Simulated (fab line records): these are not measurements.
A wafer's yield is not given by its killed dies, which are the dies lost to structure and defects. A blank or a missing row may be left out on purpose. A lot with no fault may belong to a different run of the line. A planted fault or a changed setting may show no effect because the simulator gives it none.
fab line records | flow sky130
record: lots: 11 | wafers: 33 | last_day: 49
route steps=708 shown VIA1@478 METAL4@630 VIA4@651 PAD_OPEN@708
lots that met no fault: taken from a fault-free run of the same line
start_h: hours from the record's first day to the start of the lot's first wafer shown | wait_h: how many hours have passed since the lot's step before this one | " identical to the entry in the row above | L1.1+2: several wafers, shown together as one row | - no value, or no start given | * or withheld: withheld | < > ~ a bound
route shown NAME@n: names a module that has steps shown in the file, with the first one's number in the route | usual: mean/standard deviation taken from wafers without a fault | same: alike in all rows | chamber/n: place in a boat | sites: readings site by site | _std_site: standard deviation of those values | _edge_site: inner sites' mean taken away from outer sites' mean | radius_mm: how far each site lies from the wafer's centre | mask NAME#n: copy n | behind: the tool/chamber that last shaped the wafer | hold: the reason the lot was held/the length of the hold in hours/how it ended | device: which transistor (n, p or np) failed to switch | end of line: tests run on the same wafers once the route is complete | a step without rows: its recipe alone | killed: dies that structure and defects cost at the first sort, which is not the same as the wafer's yield | map: per-die view of a wafer (x killed, . not killed, _ where there is no die)
set.NAME: the setting as run; set.NAME@STEP: as run at that earlier step | model.NAME: the simulator's own value behind a step, which no gauge read
the route's steps for a sample of lots (tables are steps, rows are wafers)
services: the hour from which a tool's chamber was out of use, counted from the record's first day as start_h (under 0 if before that day), plus the number of hours and why
== steps ==
step: SKY_VIA1_SPUTTER_20
recipe: material: TiN | target_thk_nm: 20 | chamber_pressure_pa: 5 | power_w: 4000 | time_s: 80
usual: throttle_valve_pct: 30.2/0.97
lot.wafer | tool           | chamber | start_h | wait_h | throttle_valve_pct
L812.1    | pvd_sputter-01 | -       | 785.40  | 0.0    | 29.1
L812.2    | "              | -       | "       | "      | 30.0
L812.5    | "              | -       | "       | "      | 28.7
L815.2    | pvd_sputter-02 | -       | 807.78  | 0.0    | 31.1
L815.4    | "              | -       | "       | "      | 29.9
L815.6    | "              | -       | "       | "      | 31.2
L818.3    | pvd_sputter-03 | -       | 845.05  | 0.0    | 31.5
L818.4    | "              | -       | "       | "      | 32.1
L818.6    | "              | -       | "       | "      | 29.4
L817.4    | pvd_sputter-02 | -       | 847.23  | 0.0    | 31.1
L817.5    | "              | -       | "       | "      | 30.1
L817.6    | "              | -       | "       | "      | 29.8
L820.2    | pvd_sputter-03 | -       | 855.33  | 0.0    | 29.1
L820.4    | "              | -       | "       | "      | 29.5
L820.6    | "              | -       | "       | "      | 28.8
L821.1    | pvd_sputter-03 | -       | 860.73  | 0.0    | 29.6
L821.3    | "              | -       | "       | "      | 32.2
L821.4    | "              | -       | "       | "      | 28.7
L822.2    | pvd_sputter-03 | -       | 864.98  | 0.0    | 28.9
L822.3    | "              | -       | "       | "      | 32.0
L822.6    | "              | -       | "       | "      | 29.8
L825.1    | pvd_sputter-03 | -       | 897.04  | 0.0    | 28.8
L825.2    | "              | -       | "       | "      | 29.6
L825.4    | "              | -       | "       | "      | 32.1
L826.1    | pvd_sputter-03 | -       | 904.08  | 0.0    | 28.6
L826.3    | "              | -       | "       | "      | 29.7
L826.6    | "              | -       | "       | "      | 32.3
L831.3    | pvd_sputter-03 | -       | 932.11  | 0.0    | 31.8
L831.5    | "              | -       | "       | "      | 29.4
L831.6    | "              | -       | "       | "      | 31.9
L833.1    | pvd_sputter-01 | -       | 941.27  | 0.0    | 29.0
L833.2    | "              | -       | "       | "      | 29.6
L833.5    | "              | -       | "       | "      | 29.3
step: SKY_METAL4_OVL_MEAS_14
usual: METAL4_OVL: -7/5.6
lot.wafer | tool       | chamber | start_h | wait_h | METAL4_OVL[nm]
L812.1    | overlay-02 | -       | 971.42  | 0.1    | -6
L812.2    | "          | -       | "       | "      | -3
L812.5    | "          | -       | "       | "      | -6
L815.2    | overlay-02 | -       | 993.39  | 0.1    | 3
L815.4    | "          | -       | "       | "      | 7
L815.6    | "          | -       | "       | "      | 10
L818.3    | overlay-02 | -       | 1024.33 | 0.1    | -1
L818.4    | "          | -       | "       | "      | -4
L818.6    | "          | -       | "       | "      | -8
L817.4    | overlay-01 | -       | 1026.38 | 0.1    | -7
L817.5    | "          | -       | "       | "      | -13
L817.6    | "          | -       | "       | "      | -15
L820.2    | overlay-02 | -       | 1033.19 | 0.1    | -10
L820.4    | "          | -       | "       | "      | -8
L820.6    | "          | -       | "       | "      | -9
L821.1    | overlay-01 | -       | 1037.72 | 0.1    | -6
L821.3    | "          | -       | "       | "      | -6
L821.4    | "          | -       | "       | "      | -10
L822.2    | overlay-01 | -       | 1042.42 | 0.1    | -4
L822.3    | "          | -       | "       | "      | 1
L822.6    | "          | -       | "       | "      | -5
L825.1    | overlay-01 | -       | 1067.81 | 0.1    | 5
L825.2    | "          | -       | "       | "      | -1
L825.4    | "          | -       | "       | "      | 1
L826.1    | overlay-02 | -       | 1071.21 | 0.1    | -8
L826.3    | "          | -       | "       | "      | -10
L826.6    | "          | -       | "       | "      | -4
L831.3    | overlay-02 | -       | 1094.68 | 0.1    | 0
L831.5    | "          | -       | "       | "      | 1
L831.6    | "          | -       | "       | "      | 0
L833.1    | overlay-01 | -       | 1106.01 | 0.1    | -5
L833.2    | "          | -       | "       | "      | -7
L833.5    | "          | -       | "       | "      | -8
step: SKY_METAL4_METAL_ETCH_18
recipe: target_depth_a: 8450 | stop_on: SiO2 | over_etch_frac: 0.3 | time_s: 183.1 | chemistry: Cl2/BCl3 | resist_sidewall_deg: 88 | pressure_mtorr: 10 | icp_w: 900 | bias_w: 48.5 | Cl2_flow_sccm: 60 | bcl3_flow_sccm: 30
usual: bcl3_flow_sccm: 30.00/0.086 | bias_w: 48.49/0.15 | drypump_motor_current_A: 5.8/0.54 | oes_product_au: 0.866/0.0067 | rf_fwd_power_W: 897.2/2.9 | throttle_valve_pct: 22.263/0.0094
lot.wafer | tool         | chamber | start_h | wait_h | bcl3_flow_sccm | bias_w | drypump_motor_current_A | oes_product_au | rf_fwd_power_W | rf_hours_counter_h | throttle_valve_pct
L812.1    | rie_metal-03 | 1       | 971.60  | 0.0    | 29.95          | 48.55  | 6.4                     | 0.873          | 892.3          | 13                 | 22.267
L812.2    | "            | 0       | "       | "      | 29.90          | 48.39  | 6.1                     | 0.864          | 899.3          | 13                 | 22.286
L812.5    | "            | 1       | "       | "      | 29.95          | 48.68  | 6.4                     | 0.864          | 890.8          | -                  | 22.273
L815.2    | rie_metal-04 | 1       | 993.57  | 0.0    | 29.95          | 48.82  | 5.6                     | 0.858          | 895.4          | 6                  | 22.266
L815.4    | "            | 0       | "       | "      | 30.06          | 48.48  | 4.6                     | 0.863          | 896.8          | -                  | 22.254
L815.6    | "            | 0       | "       | "      | 30.17          | 48.39  | 4.6                     | 0.871          | 897.4          | -                  | 22.268
L818.3    | rie_metal-03 | 0       | 1024.56 | 0.1    | 29.95          | 48.51  | 6.1                     | 0.866          | 895.8          | -                  | 22.268
L818.4    | "            | 1       | "       | "      | 30.00          | 48.46  | 6.4                     | 0.865          | 894.1          | -                  | 22.268
L818.6    | "            | 1       | "       | "      | 29.98          | 48.57  | 6.5                     | 0.877          | 897.4          | -                  | 22.259
L817.4    | rie_metal-04 | 0       | 1026.61 | 0.1    | 29.99          | 48.43  | 4.6                     | 0.868          | 898.1          | -                  | 22.263
L817.5    | "            | 1       | "       | "      | 29.93          | 48.40  | 5.6                     | 0.869          | 897.4          | -                  | 22.253
L817.6    | "            | 0       | "       | "      | 30.00          | 48.44  | 4.6                     | 0.864          | 900.0          | -                  | 22.263
L820.2    | rie_metal-02 | 0       | 1033.37 | 0.0    | 29.96          | 48.61  | 5.5                     | 0.865          | 896.8          | 21                 | 22.250
L820.4    | "            | 0       | "       | "      | 29.93          | 48.69  | 5.5                     | 0.866          | 893.6          | -                  | 22.262
L820.6    | "            | 0       | "       | "      | 29.97          | 48.38  | 5.5                     | 0.875          | 896.1          | -                  | 22.267
L821.1    | rie_metal-02 | 0       | 1037.90 | 0.0    | 30.04          | 48.62  | 5.6                     | 0.864          | 900.8          | 21                 | 22.270
L821.3    | "            | 1       | "       | "      | 30.12          | 48.44  | 6.1                     | 0.872          | 897.3          | -                  | 22.245
L821.4    | "            | 0       | "       | "      | 29.98          | 48.74  | 5.5                     | 0.868          | 899.2          | -                  | 22.263
L822.2    | rie_metal-04 | 0       | 1042.60 | 0.0    | 30.11          | 48.27  | 4.7                     | 0.868          | 896.2          | 21                 | 22.275
L822.3    | "            | 1       | "       | "      | 29.95          | 48.72  | 5.7                     | 0.876          | 892.9          | -                  | 22.269
L822.6    | "            | 1       | "       | "      | 30.08          | 48.44  | 5.7                     | 0.875          | 893.4          | -                  | 22.258
L825.1    | rie_metal-04 | 1       | 1068.00 | 0.0    | 29.86          | 48.45  | 5.6                     | 0.867          | 895.6          | 10                 | 22.281
L825.2    | "            | 0       | "       | "      | 29.97          | 48.57  | 4.7                     | 0.872          | 897.7          | 22                 | 22.275
L825.4    | "            | 0       | "       | "      | 30.00          | 48.81  | 4.6                     | 0.860          | 893.7          | -                  | 22.279
L826.1    | rie_metal-03 | 0       | 1071.40 | 0.0    | 29.93          | 48.46  | 6.1                     | 0.862          | 896.0          | 18                 | 22.277
L826.3    | "            | 0       | "       | "      | 30.08          | 48.20  | 6.0                     | 0.863          | 894.3          | -                  | 22.257
L826.6    | "            | 1       | "       | "      | 29.97          | 48.39  | 6.4                     | 0.867          | 893.4          | -                  | 22.284
L831.3    | rie_metal-04 | 1       | 1094.91 | 0.1    | 29.98          | 48.56  | 5.7                     | 0.868          | 895.7          | -                  | 22.260
L831.5    | "            | 1       | "       | "      | 30.05          | 48.37  | 5.7                     | 0.865          | 897.8          | -                  | 22.265
L831.6    | "            | 0       | "       | "      | 29.90          | 48.71  | 4.6                     | 0.853          | 900.1          | -                  | 22.247
L833.1    | rie_metal-02 | 0       | 1106.20 | 0.0    | 30.04          | 48.44  | 5.5                     | 0.869          | 902.9          | 27                 | 22.251
L833.2    | "            | 1       | "       | "      | 30.04          | 48.41  | 6.1                     | 0.863          | 897.4          | 13                 | 22.285
L833.5    | "            | 1       | "       | "      | 30.02          | 48.44  | 6.1                     | 0.866          | 897.8          | -                  | 22.267
step: SKY_VIA4_ETCH_12
recipe: target: SiO2 | chemistry: C4F8/O2/Ar | stop_on: TiN | mask_material: NOVOLAK | source_w: 1500 | bias_w: 1200 | pressure_mtorr: 40 | c4f8_flow_sccm: withheld | O2_flow_sccm: 6 | Ar_flow_sccm: 300 | time_s: withheld | target_depth_a: 5800
usual: bias_w: 1200/3.7 | oes_product_au: 0.926/0.0045 | rf_fwd_power_W: 1491/5.1
lot.wafer | tool        | chamber | start_h | wait_h | bias_w | oes_product_au | rf_fwd_power_W
L812.1    | rie_diel-04 | 1       | 997.88  | 0.0    | 1207   | 0.931          | 1490
L812.2    | "           | 3       | "       | "      | 1201   | 0.927          | 1502
L812.5    | "           | 2       | "       | "      | 1203   | 0.920          | 1500
L815.2    | rie_diel-01 | 0       | 1017.83 | 0.0    | 1200   | 0.929          | 1491
L815.4    | "           | 3       | "       | "      | 1197   | 0.922          | 1481
L815.6    | "           | 0       | "       | "      | 1205   | 0.920          | 1486
L818.3    | rie_diel-04 | 1       | 1047.18 | 0.0    | 1201   | 0.937          | 1494
L818.4    | "           | 2       | "       | "      | 1202   | 0.921          | 1486
L818.6    | "           | 0       | "       | "      | 1192   | 0.929          | 1490
L817.4    | rie_diel-03 | 1       | 1049.68 | 0.0    | 1194   | 0.927          | 1494
L817.5    | "           | 2       | "       | "      | 1205   | 0.930          | 1483
L817.6    | "           | 3       | "       | "      | 1196   | 0.926          | 1489
L820.2    | rie_diel-01 | 3       | 1056.08 | 0.0    | 1211   | 0.924          | 1489
L820.4    | "           | 1       | "       | "      | 1203   | 0.923          | 1487
L820.6    | "           | 1       | "       | "      | 1200   | 0.930          | 1491
L821.1    | rie_diel-04 | 0       | 1059.53 | 0.0    | 1204   | 0.925          | 1490
L821.3    | "           | 2       | "       | "      | 1202   | 0.932          | 1493
L821.4    | "           | 3       | "       | "      | 1196   | 0.918          | 1495
L822.2    | rie_diel-03 | 2       | 1063.28 | 0.0    | 1200   | 0.925          | 1493
L822.3    | "           | 3       | "       | "      | 1199   | 0.913          | 1496
L822.6    | "           | 3       | "       | "      | 1199   | 0.926          | 1489
L825.1    | rie_diel-04 | 3       | 1089.83 | 0.0    | 1202   | 0.925          | 1493
L825.2    | "           | 0       | "       | "      | 1205   | 0.922          | 1486
L825.4    | "           | 1       | "       | "      | 1197   | 0.930          | 1492
L826.1    | rie_diel-03 | 1       | 1093.13 | 0.0    | 1196   | 0.928          | 1493
L826.3    | "           | 2       | "       | "      | 1202   | 0.928          | 1496
L826.6    | "           | 2       | "       | "      | 1197   | 0.923          | 1504
L831.3    | rie_diel-01 | 1       | 1116.38 | 0.0    | 1205   | 0.934          | 1486
L831.5    | "           | 2       | "       | "      | 1201   | 0.929          | 1486
L831.6    | "           | 1       | "       | "      | 1205   | 0.920          | 1484
L833.1    | rie_diel-03 | 3       | 1127.43 | 0.0    | 1202   | 0.932          | 1497
L833.2    | "           | 1       | "       | "      | 1199   | 0.927          | 1490
L833.5    | "           | 0       | "       | "      | 1200   | 0.928          | 1481
step: SKY_PAD_OPEN_PROBE_99
usual: defect_limited_yield: 82.7/1.9 | killed_at_M0_to_M3: 43/6.8 | killed_at_M4_up: 2.9/1.7 | killed_at_contacts: 24/5.4 | killed_at_front_end: 15/4.8 | killed_at_other: 0.3/0.57 | killed_dies: 85/9.4 | killed_on_rim: 16/4 | killed_open: 47/7.5 | killed_short: 38/5.7 | sort_bin_3_pad_short: 0.8/0.37 | sort_bin_5_function: 10.2/1.5 | sort_bin_6_memory: 6.2/1.1 | sort_n_pass: 407/9.4 | sort_yield_pct: 82.7/1.9
same: gross_dies: 492 | killed_at_back_side: 0 | sort_bin_4_leakage[%]: 0 | sort_bin_8_speed[%]: 0
lot.wafer | tool      | chamber | start_h | wait_h | defect_limited_yield[%] | killed_at_M0_to_M3 | killed_at_M4_up | killed_at_contacts | killed_at_front_end | killed_at_other | killed_dies | killed_on_rim | killed_open | killed_short | sort_bin_3_pad_short[%] | sort_bin_5_function[%] | sort_bin_6_memory[%] | sort_n_pass | sort_yield_pct[%]
L815.2    | prober-02 | -       | 1084.74 | 0.1    | 82.3                    | 39                 | 5               | 24                 | 19                  | 0               | 87          | 19            | 48          | 39           | 0.8                     | 10.8                   | 6.1                  | 405         | 82.3
L815.4    | prober-02 | -       | 1084.84 | 0.2    | 82.9                    | 35                 | 6               | 21                 | 22                  | 0               | 84          | 14            | 36          | 48           | 0.6                     | 9.8                    | 6.7                  | 408         | 82.9
L815.6    | prober-02 | -       | 1084.94 | 0.2    | 80.5                    | 48                 | 3               | 21                 | 24                  | 0               | 96          | 20            | 53          | 43           | 0.8                     | 11.6                   | 7.1                  | 396         | 80.5
L817.4    | prober-01 | -       | 1113.96 | 0.2    | 82.7                    | 50                 | 2               | 21                 | 12                  | 0               | 85          | 12            | 56          | 29           | 1.6                     | 10.2                   | 5.5                  | 407         | 82.7
L817.5    | prober-01 | -       | 1114.01 | 0.2    | 82.7                    | 51                 | 2               | 22                 | 10                  | 0               | 85          | 13            | 52          | 33           | 0.6                     | 10.6                   | 6.1                  | 407         | 82.7
L817.6    | prober-01 | -       | 1114.06 | 0.2    | 77.4                    | 67                 | 7               | 22                 | 15                  | 0               | 111         | 27            | 65          | 46           | 0.8                     | 13.6                   | 8.1                  | 381         | 77.4
L821.1    | prober-02 | -       | 1126.15 | 0.1    | 81.3                    | 45                 | 3               | 21                 | 23                  | 0               | 92          | 17            | 51          | 41           | 1.0                     | 10.2                   | 7.5                  | 400         | 81.3
L821.3    | prober-02 | -       | 1126.25 | 0.2    | 78.9                    | 50                 | 3               | 33                 | 17                  | 1               | 104         | 16            | 61          | 43           | 1.2                     | 12.2                   | 7.7                  | 388         | 78.9
L821.4    | prober-02 | -       | 1126.30 | 0.2    | 84.6                    | 26                 | 4               | 22                 | 23                  | 1               | 76          | 16            | 33          | 43           | 1.0                     | 8.7                    | 5.7                  | 416         | 84.6
L822.2    | prober-01 | -       | 1129.17 | 0.1    | 80.9                    | 46                 | 6               | 26                 | 16                  | 0               | 94          | 19            | 51          | 43           | 0.6                     | 10.6                   | 7.9                  | 398         | 80.9
L822.3    | prober-01 | -       | 1129.22 | 0.2    | 80.9                    | 44                 | 5               | 31                 | 14                  | 0               | 94          | 19            | 51          | 43           | 1.2                     | 11.0                   | 6.9                  | 398         | 80.9
L822.6    | prober-01 | -       | 1129.37 | 0.2    | 83.5                    | 30                 | 2               | 32                 | 17                  | 0               | 81          | 13            | 39          | 42           | 0.6                     | 9.1                    | 6.7                  | 411         | 83.5
L825.4    | prober-02 | -       | 1152.14 | 0.2    | 85.8                    | 31                 | 2               | 25                 | 11                  | 1               | 70          | 16            | 41          | 29           | 0.4                     | 8.3                    | 5.5                  | 422         | 85.8
L826.1    | prober-01 | -       | 1154.72 | 0.1    | 70.7                    | 107                | 2               | 20                 | 14                  | 1               | 144         | 23            | 50          | 31           | 3.3                     | 18.1                   | 7.9                  | 348         | 70.7
L826.3    | prober-01 | -       | 1154.82 | 0.2    | 69.3                    | 99                 | 0               | 30                 | 22                  | 0               | 151         | 22            | 53          | 43           | 4.7                     | 18.7                   | 7.3                  | 341         | 69.3
L826.6    | prober-01 | -       | 1154.97 | 0.2    | 74.2                    | 97                 | 1               | 19                 | 9                   | 1               | 127         | 19            | 39          | 30           | 3.5                     | 15.2                   | 7.1                  | 365         | 74.2
L831.3    | prober-02 | -       | 1173.32 | 0.2    | 77.6                    | 85                 | 1               | 19                 | 5                   | 0               | 110         | 11            | 28          | 25           | 3.3                     | 14.6                   | 4.5                  | 382         | 77.6
L831.5    | prober-02 | -       | 1173.42 | 0.2    | 76.0                    | 95                 | 5               | 11                 | 6                   | 1               | 118         | 18            | 28          | 30           | 3.5                     | 14.2                   | 6.3                  | 374         | 76.0
L831.6    | prober-02 | -       | 1173.47 | 0.2    | 75.0                    | 88                 | 4               | 20                 | 10                  | 1               | 123         | 15            | 39          | 30           | 2.8                     | 16.9                   | 5.3                  | 369         | 75.0
L833.1    | prober-02 | -       | 1182.76 | 0.1    | 87.0                    | 31                 | 3               | 21                 | 9                   | 0               | 64          | 15            | 32          | 32           | 0.6                     | 8.5                    | 3.9                  | 428         | 87.0
L833.2    | prober-02 | -       | 1182.81 | 0.1    | 82.5                    | 38                 | 5               | 26                 | 17                  | 0               | 86          | 15            | 48          | 38           | 0.2                     | 11.2                   | 6.1                  | 406         | 82.5
L833.5    | prober-02 | -       | 1182.96 | 0.2    | 84.8                    | 39                 | 5               | 19                 | 12                  | 0               | 75          | 16            | 33          | 42           | 0.6                     | 9.1                    | 5.5                  | 417         | 84.8
killed by level:class
L815.2 CONTACT:geometric_particle:open=12 METAL1:geometric_particle:short=7 METAL2:geometric_particle:short=7 LI_CONTACT:geometric_particle:open=6 FIELD_ISO:geometric_particle:open=5 POLY_GATE:geometric_particle:open=5 VIA2:geometric_particle:open=5 VIA3:geometric_particle:open=5
L815.4 POLY_GATE:geometric_particle:short=9 VIA1:geometric_particle:open=8 CONTACT:geometric_particle:open=8 METAL1:geometric_particle:short=8 METAL2:geometric_particle:short=6 VIA2:geometric_particle:open=6 FIELD_ISO:geometric_particle:short=5 CONTACT:geometric_particle:short=5
L815.6 CONTACT:geometric_particle:open=12 FIELD_ISO:geometric_particle:short=9 VIA3:geometric_particle:open=9 VIA1:geometric_particle:open=8 METAL2:geometric_particle:short=7 POLY_GATE:geometric_particle:open=6 FIELD_ISO:geometric_particle:open=5 VIA1:geometric_particle:short=5
L817.4 VIA1:geometric_particle:open=16 CONTACT:geometric_particle:open=10 VIA2:geometric_particle:open=7 METAL1:geometric_particle:short=6 VIA3:geometric_particle:open=6 CONTACT:geometric_particle:short=5 POLY_GATE:geometric_particle:open=4 VIA3:geometric_particle:short=4
L817.5 VIA1:geometric_particle:open=17 CONTACT:geometric_particle:open=9 VIA3:geometric_particle:open=7 VIA2:geometric_particle:open=6 VIA2:geometric_particle:short=6 LOCAL_INTERCONNECT:geometric_particle:short=5 LI_CONTACT:geometric_particle:open=4 METAL1:geometric_particle:short=4
L817.6 VIA1:geometric_particle:open=25 VIA2:geometric_particle:open=9 VIA1:geometric_particle:short=9 VIA3:geometric_particle:open=9 CONTACT:geometric_particle:open=8 METAL4:geometric_particle:short=5 POLY_GATE:geometric_particle:open=4 LOCAL_INTERCONNECT:geometric_particle:short=4
L821.1 CONTACT:geometric_particle:open=9 VIA2:geometric_particle:open=9 VIA3:geometric_particle:open=8 VIA1:geometric_particle:open=7 METAL2:geometric_particle:short=6 FIELD_ISO:geometric_particle:open=5 POLY_GATE:geometric_particle:open=5 LOCAL_INTERCONNECT:geometric_particle:short=5
L821.3 CONTACT:geometric_particle:open=16 VIA1:geometric_particle:open=11 VIA3:geometric_particle:open=9 METAL2:geometric_particle:short=7 FIELD_ISO:geometric_particle:open=6 CONTACT:geometric_particle:short=6 VIA2:geometric_particle:open=6 LI_CONTACT:geometric_particle:open=5
L821.4 CONTACT:geometric_particle:open=8 FIELD_ISO:geometric_particle:short=6 LI_CONTACT:geometric_particle:open=6 POLY_GATE:geometric_particle:short=5 VIA2:geometric_particle:short=5 FIELD_ISO:geometric_particle:open=4 VIA2:geometric_particle:open=4 VIA1:geometric_particle:open=4
L822.2 LI_CONTACT:geometric_particle:open=8 VIA1:geometric_particle:open=8 VIA3:geometric_particle:open=7 CONTACT:geometric_particle:open=6 VIA2:geometric_particle:open=6 VIA1:geometric_particle:short=5 CONTACT:geometric_particle:short=5 POLY_GATE:geometric_particle:short=4
L822.3 LI_CONTACT:geometric_particle:open=11 VIA3:geometric_particle:open=11 CONTACT:geometric_particle:open=8 METAL1:geometric_particle:short=6 FIELD_ISO:geometric_particle:short=5 VIA1:geometric_particle:open=5 METAL2:geometric_particle:short=5 LI_CONTACT:geometric_particle:short=4
L822.6 CONTACT:geometric_particle:open=13 METAL1:geometric_particle:short=8 POLY_GATE:geometric_particle:short=6 LI_CONTACT:geometric_particle:open=6 LOCAL_INTERCONNECT:geometric_particle:short=6 VIA3:geometric_particle:open=5 FIELD_ISO:geometric_particle:short=4 VIA1:geometric_particle:open=4
L825.4 LI_CONTACT:geometric_particle:open=9 VIA1:geometric_particle:open=8 CONTACT:geometric_particle:open=7 CONTACT:geometric_particle:short=5 VIA2:geometric_particle:open=5 LOCAL_INTERCONNECT:geometric_particle:short=4 METAL1:geometric_particle:short=3 METAL2:geometric_particle:short=3
L826.1 VIA1:unspecified=63 VIA1:geometric_particle:open=15 VIA3:geometric_particle:open=8 CONTACT:geometric_particle:open=7 METAL2:geometric_particle:short=6 FIELD_ISO:geometric_particle:short=5 POLY_GATE:geometric_particle:short=4 LOCAL_INTERCONNECT:geometric_particle:short=4
L826.3 VIA1:unspecified=55 VIA1:geometric_particle:open=11 LI_CONTACT:geometric_particle:open=9 VIA3:geometric_particle:open=8 FIELD_ISO:geometric_particle:open=6 FIELD_ISO:geometric_particle:short=6 CONTACT:geometric_particle:short=6 LOCAL_INTERCONNECT:geometric_particle:short=5
L826.6 VIA1:unspecified=58 VIA1:geometric_particle:open=12 CONTACT:geometric_particle:open=6 METAL1:geometric_particle:short=6 VIA1:geometric_particle:short=5 VIA2:geometric_particle:open=5 LI_CONTACT:geometric_particle:short=4 LI_CONTACT:geometric_particle:open=4
L831.3 VIA1:unspecified=57 VIA1:geometric_particle:open=6 CONTACT:geometric_particle:open=6 VIA3:geometric_particle:open=5 LI_CONTACT:geometric_particle:short=4 LI_CONTACT:geometric_particle:open=4 CONTACT:geometric_particle:short=4 METAL1:geometric_particle:short=3
L831.5 VIA1:unspecified=60 VIA1:geometric_particle:open=12 METAL4:geometric_particle:short=5 METAL3:geometric_particle:short=4 LOCAL_INTERCONNECT:geometric_particle:short=4 METAL2:geometric_particle:short=4 POLY_GATE:geometric_particle:open=3 CONTACT:geometric_particle:open=3
L831.6 VIA1:unspecified=54 CONTACT:geometric_particle:open=9 VIA1:geometric_particle:open=8 VIA2:geometric_particle:open=7 VIA3:geometric_particle:open=6 LOCAL_INTERCONNECT:geometric_particle:short=5 LI_CONTACT:geometric_particle:open=4 VIA3:geometric_particle:short=4
L833.1 CONTACT:geometric_particle:open=9 VIA3:geometric_particle:open=8 VIA2:geometric_particle:open=6 METAL2:geometric_particle:short=5 LI_CONTACT:geometric_particle:short=4 METAL1:geometric_particle:short=4 POLY_GATE:geometric_particle:short=3 LOCAL_INTERCONNECT:geometric_particle:short=3
L833.2 LI_CONTACT:geometric_particle:open=9 VIA1:geometric_particle:open=9 VIA3:geometric_particle:open=8 CONTACT:geometric_particle:open=8 POLY_GATE:geometric_particle:short=6 METAL2:geometric_particle:short=6 VIA2:geometric_particle:open=6 LOCAL_INTERCONNECT:geometric_particle:short=5
L833.5 VIA1:geometric_particle:open=10 METAL1:geometric_particle:short=7 CONTACT:geometric_particle:open=7 FIELD_ISO:geometric_particle:short=5 VIA2:geometric_particle:open=5 METAL4:geometric_particle:short=5 CONTACT:geometric_particle:short=4 METAL2:geometric_particle:short=4
== services ==
tool           | chamber | start_h | hours | kind
rie_diel-01    | 2       | 766.79  | 5.1   | repair
rie_metal-03   | -       | 768.53  | 1.6   | repair
rie_diel-01    | 3       | 792.22  | 2.7   | repair
rie_diel-04    | -       | 827.82  | 2.8   | pm
rie_diel-04    | 0       | 841.64  | 2.7   | repair
rie_diel-01    | 3       | 843.52  | 3.4   | repair
rie_diel-04    | 2       | 854.04  | 5.2   | repair
rie_diel-04    | 0       | 859.90  | 2.7   | repair
rie_diel-04    | 3       | 869.59  | 3.9   | repair
rie_diel-04    | 2       | 870.72  | 9.8   | repair
rie_metal-04   | -       | 878.12  | 0.5   | repair
pvd_sputter-03 | -       | 948.12  | 3.5   | repair
pvd_sputter-03 | -       | 955.13  | 5.2   | repair
rie_diel-04    | 1       | 977.20  | 12.6  | repair
pvd_sputter-03 | -       | 987.20  | 4.1   | repair
pvd_sputter-03 | -       | 1010.32 | 1.1   | repair
rie_diel-04    | 0       | 1023.74 | 5.2   | repair
rie_diel-04    | 1       | 1023.78 | 3.1   | repair
rie_diel-04    | 3       | 1025.78 | 16.8  | repair
rie_diel-04    | -       | 1027.62 | 0.3   | repair
rie_diel-03    | 2       | 1057.57 | 4.4   | repair
rie_metal-04   | -       | 1066.26 | 0.5   | repair
rie_diel-03    | 2       | 1084.87 | 6.1   | repair
rie_diel-03    | 3       | 1085.55 | 10.7  | repair
== key ==
first_sign: step: SKY_PAD_OPEN_PROBE_99 | reading: killed_at_M0_to_M3 | direction: up | sigmas: 7.7 | usual: 43 | struck: 95
effect: step: SKY_PAD_OPEN_PROBE_99 | reading: sort_bin_3_pad_short | direction: up | sigmas: 7.2 | usual: 0.8 | struck: 3.5
met_at SKY_VIA1_SPUTTER_20
struck_lots L826,L831
not_acting_at SKY_METAL4_OVL_MEAS_14,SKY_METAL4_METAL_ETCH_18,SKY_VIA4_ETCH_12
onset_between 897.04 904.08
fault: kind: chamber_particle_source | tool: pvd_sputter-03 | chamber: - | onset_h: 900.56 | steps: SKY_VIA1_SPUTTER_20 | rate_per_visit_cm2: 1.0298 | end_h: 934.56
